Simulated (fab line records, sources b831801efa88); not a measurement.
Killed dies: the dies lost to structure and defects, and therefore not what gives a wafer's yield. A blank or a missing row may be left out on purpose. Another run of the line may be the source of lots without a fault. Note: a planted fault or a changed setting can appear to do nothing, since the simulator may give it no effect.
Which tool did it?    flow gf180mcu    Sampling: 6 lots, 18 wafers, 2 of 602 route steps

## WHAT THE GAUGES READ, wafer by wafer
GF_CONTACT_BOW_MEAS_05.
lot   measured      on             CONTACT_BOW (um)
L375  day 15 14:07  film_metro-04  67 75 65
L377  day 16 06:16  film_metro-01  55 62 61
L389  day 20 12:40  film_metro-02  50 62 53
L391  day 21 03:06  film_metro-01  48 67 63
L393  day 22 02:20  film_metro-01  73 75 72
L396  day 22 22:14  film_metro-04  59 74 60

## EACH LOT AND THE TOOL THAT RAN IT (in order: tool; ch and the chambers of the sampled wafers; start)
lot   GF_SALICIDE_RTA_06
L375  rtp_anneal-02 ch 0, day 15 13:07
L377  rtp_anneal-02 ch 0, day 16 05:26
L389  rtp_anneal-01 ch 0, day 20 11:50
L391  rtp_anneal-02 ch 0, day 21 02:16
L393  rtp_anneal-02 ch 0, day 22 01:31
L396  rtp_anneal-01 ch 0, day 22 21:23
- GF_SALICIDE_RTA_06: time 30 s.

## THE ANSWER, worked out from the rows above alone
Rule: what is usual is taken from the lots themselves. Put in order of their means at a reading, lots are off if they are a third of the lots or fewer, leave a main group of 4 or more, and stand apart from it by a gap of 3 or more times the standard deviation of the main group's means; of several such gaps the widest counts. If all means in a main group match to the digits the tables above print for the reading, that group is not used. A lot without any number at a reading at which 4 lots or more have one is off too. Where the step has rows for the other lots, those lots are counted as sound.
No lot is off at any reading shown: from this, nothing can be told.

## WHAT THE SIMULATOR HAD PUT IN
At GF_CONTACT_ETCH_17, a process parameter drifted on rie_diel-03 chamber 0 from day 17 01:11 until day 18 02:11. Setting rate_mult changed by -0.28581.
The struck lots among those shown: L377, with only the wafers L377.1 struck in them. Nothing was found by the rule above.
